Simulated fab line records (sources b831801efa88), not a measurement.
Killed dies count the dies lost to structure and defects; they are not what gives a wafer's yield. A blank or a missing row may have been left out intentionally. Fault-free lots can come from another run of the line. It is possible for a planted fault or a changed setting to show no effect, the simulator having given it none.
What tool caused it? / flow sky130 / 42 wafers from 14 lots sampled at 5 of the route's 708 steps

## WHAT THE GAUGES READ, wafer by wafer
SKY_LDD_LDN_TW_MEAS_13.
lot=L724; measured=day 23 15:02; on=film-metro-04; LDD_LDN_TW=1477 1477 1475
lot=L725; measured=day 23 16:25; on=film-metro-03; LDD_LDN_TW=1447 1459 1449
lot=L726; measured=day 23 23:31; on=film-metro-03; LDD_LDN_TW=1452 1460 1454
lot=L728; measured=day 24 20:09; on=film-metro-02; LDD_LDN_TW=1477 1482 1488
lot=L730; measured=day 25 06:43; on=film-metro-04; LDD_LDN_TW=1470 1465 1472
lot=L731; measured=day 25 17:42; on=film-metro-02; LDD_LDN_TW=1496 1493 1489
lot=L732; measured=day 25 20:22; on=film-metro-02; LDD_LDN_TW=1476 1489 1495
lot=L734; measured=day 26 13:33; on=film-metro-02; LDD_LDN_TW=1481 1485 1482
lot=L735; measured=day 26 23:08; on=film-metro-02; LDD_LDN_TW=1492 1485 1483
lot=L737; measured=day 27 07:01; on=film-metro-03; LDD_LDN_TW=1457 1464 1454
lot=L742; measured=day 29 08:17; on=film-metro-04; LDD_LDN_TW=1345 1352 1346 1348 1341 1345
lot=L743; measured=day 29 16:03; on=film-metro-04; LDD_LDN_TW=1349 1346 1341 1349 1344 1342
lot=L746; measured=day 30 13:19; on=film-metro-04; LDD_LDN_TW=1470 1473 1472
lot=L747; measured=day 30 16:40; on=film-metro-04; LDD_LDN_TW=1475 1474 1476

SKY_METAL1_RS_MEAS_05: measures by four-point-probe.
lot=L724; measured=day 32 07:13; on=film-metro-01; METAL1_ALCU_RS (ohm/sq)=0.1283 0.1294 0.1294
lot=L725; measured=day 32 07:48; on=film-metro-01; METAL1_ALCU_RS (ohm/sq)=0.1271 0.1262 0.1270
lot=L726; measured=day 32 12:14; on=film-metro-01; METAL1_ALCU_RS (ohm/sq)=0.1237 0.1269 0.1247
lot=L728; measured=day 33 08:39; on=film-metro-04; METAL1_ALCU_RS (ohm/sq)=0.1291 0.1267 0.1279
lot=L730; measured=day 33 17:27; on=film-metro-02; METAL1_ALCU_RS (ohm/sq)=0.1298 0.1286 0.1274
lot=L731; measured=day 34 02:58; on=film-metro-04; METAL1_ALCU_RS (ohm/sq)=0.1240 0.1218 0.1251
lot=L732; measured=day 34 04:24; on=film-metro-04; METAL1_ALCU_RS (ohm/sq)=0.1281 0.1288 0.1287
lot=L734; measured=day 34 21:04; on=film-metro-04; METAL1_ALCU_RS (ohm/sq)=0.1227 0.1259 0.1261
lot=L735; measured=day 35 07:07; on=film-metro-01; METAL1_ALCU_RS (ohm/sq)=0.1294 0.1286 0.1282
lot=L737; measured=day 35 14:36; on=film-metro-02; METAL1_ALCU_RS (ohm/sq)=0.1279 0.1280 0.1270
lot=L746; measured=day 38 13:47; on=film-metro-01; METAL1_ALCU_RS (ohm/sq)=0.1250 0.1264 0.1253
lot=L747; measured=day 38 15:47; on=film-metro-01; METAL1_ALCU_RS (ohm/sq)=0.1273 0.1288 0.1296

## TOOL THAT RAN EACH LOT (tool first, then ch and the chambers of the sampled wafers, then the start)
lot=L724; SKY_LDD_LDN_IMPLANT_10=implanter-01 ch 0, day 23 14:40; SKY_CONTACT_ETCH_17=rie-diel-02 ch 0,1,3, day 32 05:30; SKY_METAL1_SPUTTER_03=pvd-sputter-04, day 32 07:08
lot=L725; SKY_LDD_LDN_IMPLANT_10=implanter-04 ch 0, day 23 16:01; SKY_CONTACT_ETCH_17=rie-diel-02 ch 0,1,3, day 32 06:11; SKY_METAL1_SPUTTER_03=pvd-sputter-03, day 32 07:44
lot=L726; SKY_LDD_LDN_IMPLANT_10=implanter-04 ch 0, day 23 23:08; SKY_CONTACT_ETCH_17=rie-diel-02 ch 1,2,3, day 32 10:44; SKY_METAL1_SPUTTER_03=pvd-sputter-03, day 32 12:08
lot=L728; SKY_LDD_LDN_IMPLANT_10=implanter-01 ch 0, day 24 19:45; SKY_CONTACT_ETCH_17=rie-diel-03 ch 0,2,3, day 33 07:09; SKY_METAL1_SPUTTER_03=pvd-sputter-01, day 33 08:35
lot=L730; SKY_LDD_LDN_IMPLANT_10=implanter-04 ch 0, day 25 06:19; SKY_CONTACT_ETCH_17=rie-diel-03 ch 0,1,3, day 33 15:57; SKY_METAL1_SPUTTER_03=pvd-sputter-01, day 33 17:23
lot=L731; SKY_LDD_LDN_IMPLANT_10=implanter-02 ch 0, day 25 17:16; SKY_CONTACT_ETCH_17=rie-diel-02 ch 2,3, day 34 01:27; SKY_METAL1_SPUTTER_03=pvd-sputter-03, day 34 02:53
lot=L732; SKY_LDD_LDN_IMPLANT_10=implanter-02 ch 0, day 25 19:59; SKY_CONTACT_ETCH_17=rie-diel-01 ch 1,2, day 34 02:54; SKY_METAL1_SPUTTER_03=pvd-sputter-01, day 34 04:19
lot=L734; SKY_LDD_LDN_IMPLANT_10=implanter-04 ch 0, day 26 13:11; SKY_CONTACT_ETCH_17=rie-diel-01 ch 2,3, day 34 19:30; SKY_METAL1_SPUTTER_03=pvd-sputter-03, day 34 20:57
lot=L735; SKY_LDD_LDN_IMPLANT_10=implanter-02 ch 0, day 26 22:44; SKY_CONTACT_ETCH_17=rie-diel-02 ch 1,2,3, day 35 05:39; SKY_METAL1_SPUTTER_03=pvd-sputter-01, day 35 07:04
lot=L737; SKY_LDD_LDN_IMPLANT_10=implanter-01 ch 0, day 27 06:37; SKY_CONTACT_ETCH_17=rie-diel-01 ch 1,2,3, day 35 13:08; SKY_METAL1_SPUTTER_03=pvd-sputter-01, day 35 14:32
lot=L742; SKY_LDD_LDN_IMPLANT_10=implanter-04, day 29 07:49; SKY_CONTACT_ETCH_17=-; SKY_METAL1_SPUTTER_03=-
lot=L743; SKY_LDD_LDN_IMPLANT_10=implanter-01, day 29 15:41; SKY_CONTACT_ETCH_17=-; SKY_METAL1_SPUTTER_03=-
lot=L746; SKY_LDD_LDN_IMPLANT_10=implanter-02 ch 0, day 30 12:56; SKY_CONTACT_ETCH_17=rie-diel-02 ch 0,1,2, day 38 12:17; SKY_METAL1_SPUTTER_03=pvd-sputter-01, day 38 13:41
lot=L747; SKY_LDD_LDN_IMPLANT_10=implanter-01 ch 0, day 30 16:16; SKY_CONTACT_ETCH_17=rie-diel-03 ch 0,1, day 38 14:18; SKY_METAL1_SPUTTER_03=pvd-sputter-03, day 38 15:43
- SKY_LDD_LDN_IMPLANT_10
- SKY_CONTACT_ETCH_17: etches SiO2 in C4F8/O2/Ar, stops on Si3N4, target depth 340 nm.
- SKY_METAL1_SPUTTER_03: material Ti, target thk 5 nm, time 3.3 s.

## WHAT THE TOOLS THEMSELVES READ (means of the sampled wafers that have a number; where no wafer has one, the mark that the record gives instead)
SKY_LDD_LDN_IMPLANT_10.
lot=L724; tool=implanter-01; beam-energy-keV=14.992; beam-on-s (s)=10.04
lot=L725; tool=implanter-04; beam-energy-keV=14.998; beam-on-s (s)=10.14
lot=L726; tool=implanter-04; beam-energy-keV=15.004; beam-on-s (s)=9.80
lot=L728; tool=implanter-01; beam-energy-keV=15.000; beam-on-s (s)=9.98
lot=L730; tool=implanter-04; beam-energy-keV=15.004; beam-on-s (s)=10.04
lot=L731; tool=implanter-02; beam-energy-keV=15.004; beam-on-s (s)=9.90
lot=L732; tool=implanter-02; beam-energy-keV=14.999; beam-on-s (s)=9.90
lot=L734; tool=implanter-04; beam-energy-keV=15.002; beam-on-s (s)=10.12
lot=L735; tool=implanter-02; beam-energy-keV=15.002; beam-on-s (s)=9.92
lot=L737; tool=implanter-01; beam-energy-keV=14.995; beam-on-s (s)=10.16
lot=L742; tool=implanter-04; beam-energy-keV=-; beam-on-s (s)=-
lot=L743; tool=implanter-01; beam-energy-keV=-; beam-on-s (s)=-
lot=L746; tool=implanter-02; beam-energy-keV=14.996; beam-on-s (s)=10.02
lot=L747; tool=implanter-01; beam-energy-keV=15.003; beam-on-s (s)=10.17

SKY_CONTACT_ETCH_17.
lot=L724; tool=rie-diel-02; oes-product-au (a.u.)=0.895
lot=L725; tool=rie-diel-02; oes-product-au (a.u.)=0.888
lot=L726; tool=rie-diel-02; oes-product-au (a.u.)=0.898
lot=L728; tool=rie-diel-03; oes-product-au (a.u.)=0.893
lot=L730; tool=rie-diel-03; oes-product-au (a.u.)=0.889
lot=L731; tool=rie-diel-02; oes-product-au (a.u.)=0.901
lot=L732; tool=rie-diel-01; oes-product-au (a.u.)=0.885
lot=L734; tool=rie-diel-01; oes-product-au (a.u.)=0.893
lot=L735; tool=rie-diel-02; oes-product-au (a.u.)=0.899
lot=L737; tool=rie-diel-01; oes-product-au (a.u.)=0.893
lot=L746; tool=rie-diel-02; oes-product-au (a.u.)=0.893
lot=L747; tool=rie-diel-03; oes-product-au (a.u.)=0.892

SKY_METAL1_SPUTTER_03.
lot=L724; tool=pvd-sputter-04; throttle-valve-pct (%)=31.1
lot=L725; tool=pvd-sputter-03; throttle-valve-pct (%)=29.2
lot=L726; tool=pvd-sputter-03; throttle-valve-pct (%)=28.5
lot=L728; tool=pvd-sputter-01; throttle-valve-pct (%)=30.5
lot=L730; tool=pvd-sputter-01; throttle-valve-pct (%)=30.7
lot=L731; tool=pvd-sputter-03; throttle-valve-pct (%)=29.5
lot=L732; tool=pvd-sputter-01; throttle-valve-pct (%)=30.3
lot=L734; tool=pvd-sputter-03; throttle-valve-pct (%)=29.9
lot=L735; tool=pvd-sputter-01; throttle-valve-pct (%)=30.2
lot=L737; tool=pvd-sputter-01; throttle-valve-pct (%)=30.6
lot=L746; tool=pvd-sputter-01; throttle-valve-pct (%)=30.8
lot=L747; tool=pvd-sputter-03; throttle-valve-pct (%)=28.9

## THE ANSWER, worked out from the rows above alone
Rule: the lots themselves supply what counts as usual. Put in order of their means at a reading, lots are off if they are a third of the lots or fewer, leave a main group of 4 or more, and stand apart from it by a gap of 3 or more times the standard deviation of the main group's means; of several such gaps the widest counts. If all means in a main group match to the digits the tables above print for the reading, that group is not used. A lot without any number at a reading at which 4 lots or more have one is off too. The other lots that the step has rows for count as sound. The gauges are gone through in route order, then the tools' own readings, and for those a lot's mean is taken as printed above. At the first step where some lot is off, the reading lying furthest off is the one used; lots without a number count as furthest.
Off: L742, L743, seen at SKY_LDD_LDN_TW_MEAS_13 (LDD_LDN_TW). Mean 1474 and standard deviation 13 in the main group.
A tool fits if, at a process step before that reading, it ran every lot that is off, and no sound lot after the first of them. The gauges at SKY_LDD_LDN_TW_MEAS_13 aren't tried: what is off there is off at SKY_LDD_LDN_IMPLANT_10 too, on other tools, and a gauge's error can't cause that. None of those tried fits.

## WHAT HAD BEEN PUT IN BY THE SIMULATOR
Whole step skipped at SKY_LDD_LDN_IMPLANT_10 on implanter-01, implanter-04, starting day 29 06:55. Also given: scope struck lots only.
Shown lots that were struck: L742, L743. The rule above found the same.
